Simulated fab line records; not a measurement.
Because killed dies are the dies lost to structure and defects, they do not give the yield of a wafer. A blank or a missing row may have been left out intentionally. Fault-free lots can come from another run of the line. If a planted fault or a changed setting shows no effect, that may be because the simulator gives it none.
Chamber matching / flow sfqLine / SFQ_TRILAYER_I1_VIA_ETCH_VIA_ETCH_052 on rieDiel-03 has 4 sister chambers
The step etches SiO2 in CHF3, stops on Nb, target depth 260 nm. 14 wafers are shown with their chamber, then 7 later ones without.

## WAFERS PAIRED WITH THEIR CHAMBERS
wafer=L701.2; chamber=2; drypumpMotorCurrentA (A)=6.2; oesProductAu (a.u.)=0.856
wafer=L701.3; chamber=0; drypumpMotorCurrentA (A)=6.3; oesProductAu (a.u.)=0.853
wafer=L701.6; chamber=2; drypumpMotorCurrentA (A)=6.3; oesProductAu (a.u.)=0.859
wafer=L702.2; chamber=2; drypumpMotorCurrentA (A)=6.3; oesProductAu (a.u.)=0.841
wafer=L702.3; chamber=1; drypumpMotorCurrentA (A)=6.3; oesProductAu (a.u.)=0.860
wafer=L702.6; chamber=2; drypumpMotorCurrentA (A)=6.3; oesProductAu (a.u.)=0.851
wafer=L703.1; chamber=2; drypumpMotorCurrentA (A)=6.2; oesProductAu (a.u.)=0.850
wafer=L703.2; chamber=0; drypumpMotorCurrentA (A)=6.3; oesProductAu (a.u.)=0.846
wafer=L703.3; chamber=1; drypumpMotorCurrentA (A)=6.3; oesProductAu (a.u.)=0.862
wafer=L704.3; chamber=3; drypumpMotorCurrentA (A)=4.9; oesProductAu (a.u.)=0.848
wafer=L704.5; chamber=3; drypumpMotorCurrentA (A)=4.9; oesProductAu (a.u.)=0.846
wafer=L704.6; chamber=1; drypumpMotorCurrentA (A)=6.4; oesProductAu (a.u.)=0.861
wafer=L711.1; chamber=1; drypumpMotorCurrentA (A)=6.3; oesProductAu (a.u.)=0.862
wafer=L711.3; chamber=3; drypumpMotorCurrentA (A)=4.9; oesProductAu (a.u.)=0.863

SIGNATURES (means of the wafers above)
reading=drypumpMotorCurrentA; chamber 0=6.300; chamber 1=6.325; chamber 2=6.260; chamber 3=4.900; scatter within a chamber=0.0442
reading=oesProductAu; chamber 0=0.84950; chamber 1=0.86125; chamber 2=0.85140; chamber 3=0.85233; scatter within a chamber=0.00624
Rule: a wafer lies at a distance from a chamber equal to the root of the sum of squares, over the readings, of (its reading less the chamber's mean, divided by the reading's scatter). The wafer belongs to the nearest chamber; if the next one is less than 2 further off, it can't be placed. How the scatter is found: for the shown wafers, subtract from each reading the mean of its chamber, square and add these, divide the total by (wafers less chambers), then take the root.

## WAFERS WHOSE CHAMBER IS MISSING
wafer=L711.5; drypumpMotorCurrentA (A)=6.4; oesProductAu (a.u.)=0.852
wafer=L717.1; drypumpMotorCurrentA (A)=6.2; oesProductAu (a.u.)=0.855
wafer=L717.3; drypumpMotorCurrentA (A)=4.9; oesProductAu (a.u.)=0.847
wafer=L717.4; drypumpMotorCurrentA (A)=6.3; oesProductAu (a.u.)=0.847
wafer=L720.1; drypumpMotorCurrentA (A)=6.2; oesProductAu (a.u.)=0.856
wafer=L720.3; drypumpMotorCurrentA (A)=6.3; oesProductAu (a.u.)=0.849
wafer=L720.4; drypumpMotorCurrentA (A)=6.3; oesProductAu (a.u.)=0.857

## CHAMBER TAKEN BY EACH
wafer=L711.5; from the rows above=can't be placed: 1 or 0 or 2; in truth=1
wafer=L717.1; from the rows above=can't be placed: 2 or 0 or 1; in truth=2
wafer=L717.3; from the rows above=3; in truth=3
wafer=L717.4; from the rows above=can't be placed: 0 or 2 or 1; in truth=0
wafer=L720.1; from the rows above=can't be placed: 2 or 0 or 1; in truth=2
wafer=L720.3; from the rows above=can't be placed: 0 or 2 or 1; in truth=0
wafer=L720.4; from the rows above=can't be placed: 1 or 0 or 2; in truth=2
Correctly placed: 1 of 7. Unplaceable from these rows: 6, with the true chamber sitting among the candidates in 6. 0 placed wrongly.
